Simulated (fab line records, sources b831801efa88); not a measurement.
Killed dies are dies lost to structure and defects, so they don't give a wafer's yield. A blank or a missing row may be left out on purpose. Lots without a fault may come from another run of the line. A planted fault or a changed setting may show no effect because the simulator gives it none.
Which tool did it? | flow gf180mcu | 11 lots, 33 wafers sampled, at 5 steps of a route of 602

WHAT THE GAUGES READ, wafer by wafer
GF_HV_LDD_TW_MEAS_38.
lot  | measured     | on            | HV_LDD_3_TW
L915 | day 11 10:38 | film_metro-02 | 1439 1446 1440
L917 | day 12 06:01 | film_metro-02 | 1435 1437 1432
L918 | day 12 11:10 | film_metro-03 | 1471 1474 1472
L920 | day 13 03:52 | film_metro-02 | 1426 1432 1427
L921 | day 13 14:08 | film_metro-02 | 1424 1426 1423
L922 | day 13 23:16 | film_metro-03 | 1471 1460 1467
L930 | day 16 11:54 | film_metro-03 | 1472 1464 1464
L932 | day 17 05:14 | film_metro-04 | 1416 1411 1413
L933 | day 17 11:45 | film_metro-02 | 1432 1438 1427
L934 | day 17 20:06 | film_metro-02 | 1429 1437 1437
L938 | day 19 02:09 | film_metro-03 | 1472 1475 1482

GF_PSD_TW_MEAS_11.
lot  | measured     | on            | PSD_TW
L915 | day 14 02:23 | film_metro-01 | 3190 3194 3190
L917 | day 14 22:59 | film_metro-01 | 3199 3191 3186
L918 | day 15 04:23 | film_metro-04 | 3126 3120 3119
L920 | day 15 23:11 | film_metro-02 | 3179 3187 3158
L921 | day 16 10:26 | film_metro-04 | 3264 3253 3251
L922 | day 16 22:32 | film_metro-04 | 3264 3264 3244
L930 | day 19 14:38 | film_metro-01 | 3185 3196 3197
L932 | day 20 08:41 | film_metro-01 | 3154 3145 3126
L933 | day 20 15:38 | film_metro-02 | 3198 3176 3175
L934 | day 21 01:02 | film_metro-04 | 3113 3143 3120
L938 | day 22 05:56 | film_metro-04 | 3148 3150 3143

GF_PSD_RS_MEAS_15: measures by four-point-probe.
lot  | measured     | on            | PSD_RS (ohm/sq)
L915 | day 14 02:41 | film_metro-01 | 108.49 108.62 108.47
L917 | day 14 23:17 | film_metro-01 | 108.58 108.55 108.44
L918 | day 15 04:42 | film_metro-01 | 108.26 108.62 108.72
L920 | day 15 23:31 | film_metro-01 | 108.44 108.19 108.30
L921 | day 16 10:45 | film_metro-01 | 105.41 105.61 105.20
L922 | day 16 22:53 | film_metro-04 | 105.11 105.04 105.53
L930 | day 19 14:57 | film_metro-02 | 108.41 108.26 108.19
L932 | day 20 09:00 | film_metro-04 | 108.68 108.62 108.70
L933 | day 20 15:56 | film_metro-04 | 108.36 108.48 108.24
L934 | day 21 01:23 | film_metro-02 | 108.80 108.62 108.39
L938 | day 22 06:14 | film_metro-01 | 108.40 108.35 108.61

WHICH TOOL RAN EACH LOT (tool, then ch and the chambers of the sampled wafers, then the start)
lot  | GF_PSD_IMPLANT_09               | GF_PSD_STRIP_10
L915 | implanter-01 ch 0, day 14 02:08 | plasma_asher-04 ch 0,1, day 14 02:17
L917 | implanter-03 ch 0, day 14 22:44 | plasma_asher-04 ch 0,1, day 14 22:53
L918 | implanter-03 ch 0, day 15 04:08 | plasma_asher-04 ch 0,1, day 15 04:17
L920 | implanter-02 ch 0, day 15 22:58 | plasma_asher-03 ch 0,1, day 15 23:05
L921 | implanter-02 ch 0, day 16 10:11 | plasma_asher-03 ch 0,1, day 16 10:20
L922 | implanter-02 ch 0, day 16 22:19 | plasma_asher-01 ch 0,1, day 16 22:28
L930 | implanter-03 ch 0, day 19 14:23 | plasma_asher-03 ch 0,1, day 19 14:32
L932 | implanter-02 ch 0, day 20 08:26 | plasma_asher-03 ch 0,1, day 20 08:35
L933 | implanter-02 ch 0, day 20 15:23 | plasma_asher-01 ch 0,1, day 20 15:32
L934 | implanter-02 ch 0, day 21 00:49 | plasma_asher-03 ch 0,1, day 21 00:58
L938 | implanter-02 ch 0, day 22 05:41 | plasma_asher-03 ch 0,1, day 22 05:50
- GF_PSD_IMPLANT_09
- GF_PSD_STRIP_10: strips in O2/N2.

WHAT THE TOOLS THEMSELVES READ (means of the sampled wafers that have a number; where no wafer has one, the mark that the record gives instead)
GF_PSD_IMPLANT_09.
lot  | tool         | beam_on_s (s) | end_station_pressure_torr (Torr) | faraday_current_uA
L915 | implanter-01 | 10.01         | 1.11e-05                         | 8241
L917 | implanter-03 | 9.95          | 1.16e-05                         | 8289
L918 | implanter-03 | 9.93          | 1.19e-05                         | 8290
L920 | implanter-02 | 10.05         | 1.18e-05                         | 8217
L921 | implanter-02 | 11.72         | 8.06e-05                         | 6839
L922 | implanter-02 | 11.83         | 7.91e-05                         | 6787
L930 | implanter-03 | 10.01         | 1.19e-05                         | 8230
L932 | implanter-02 | 10.08         | 1.22e-05                         | 8153
L933 | implanter-02 | 9.97          | 1.26e-05                         | 8284
L934 | implanter-02 | 9.98          | 1.12e-05                         | 8278
L938 | implanter-02 | 9.95          | 1.18e-05                         | 8322

GF_PSD_STRIP_10.
lot  | tool            | drypump_motor_current_A (A) | heater_power_w (W) | n2_flow_sccm (sccm) | oes_product_au (a.u.) | strip_time_to_endpoint_s (s)
L915 | plasma_asher-04 | 5.2                         | 341                | 299.2               | 0.594                 | 16.49
L917 | plasma_asher-04 | 5.3                         | 341                | 299.8               | 0.591                 | 16.50
L918 | plasma_asher-04 | 5.2                         | 335                | 299.9               | 0.591                 | 16.49
L920 | plasma_asher-03 | 5.0                         | 298                | 300.7               | 0.589                 | 16.54
L921 | plasma_asher-03 | 4.9                         | 302                | 299.8               | 0.577                 | 17.09
L922 | plasma_asher-01 | 6.4                         | 343                | 300.1               | 0.579                 | 17.08
L930 | plasma_asher-03 | 4.9                         | 308                | 299.3               | 0.595                 | 16.58
L932 | plasma_asher-03 | 4.9                         | 309                | 301.1               | 0.596                 | 16.54
L933 | plasma_asher-01 | 6.4                         | 347                | 299.8               | 0.592                 | 16.55
L934 | plasma_asher-03 | 4.9                         | 307                | 299.6               | 0.590                 | 16.56
L938 | plasma_asher-03 | 4.9                         | 304                | 298.9               | 0.593                 | 16.48

THE ANSWER, worked out from the rows above alone
Rule: what is usual is taken from the lots themselves. Put in order of their means at a reading, lots are off if they are a third of the lots or fewer, leave a main group of 4 or more, and stand apart from it by a gap of 3 or more times the standard deviation of the main group's means; of several such gaps the widest counts. A main group whose means are all the same, to the digits that the tables above print for the reading, isn't used. A lot without any number at a reading at which 4 lots or more have one is off too. The other lots that the step has rows for count as sound. The gauges are gone through in route order, then the tools' own readings, and for those a lot's mean is taken as printed above. The first step at which some lot is off is used, and at that step the reading that is off furthest; a lot without a number counts as furthest.
Off: L921, L922, at GF_PSD_RS_MEAS_15 (PSD_RS). The main group: mean 108.47 ohm/sq, standard deviation 0.12.
A tool fits if, at a process step before that reading, it ran every lot that is off, and no sound lot after the first of them. The gauges at GF_PSD_RS_MEAS_15 aren't tried: what is off there is off at GF_PSD_IMPLANT_09 too, on other tools, and a gauge's error can't cause that. None of those tried fits.

WHAT THE SIMULATOR HAD PUT IN
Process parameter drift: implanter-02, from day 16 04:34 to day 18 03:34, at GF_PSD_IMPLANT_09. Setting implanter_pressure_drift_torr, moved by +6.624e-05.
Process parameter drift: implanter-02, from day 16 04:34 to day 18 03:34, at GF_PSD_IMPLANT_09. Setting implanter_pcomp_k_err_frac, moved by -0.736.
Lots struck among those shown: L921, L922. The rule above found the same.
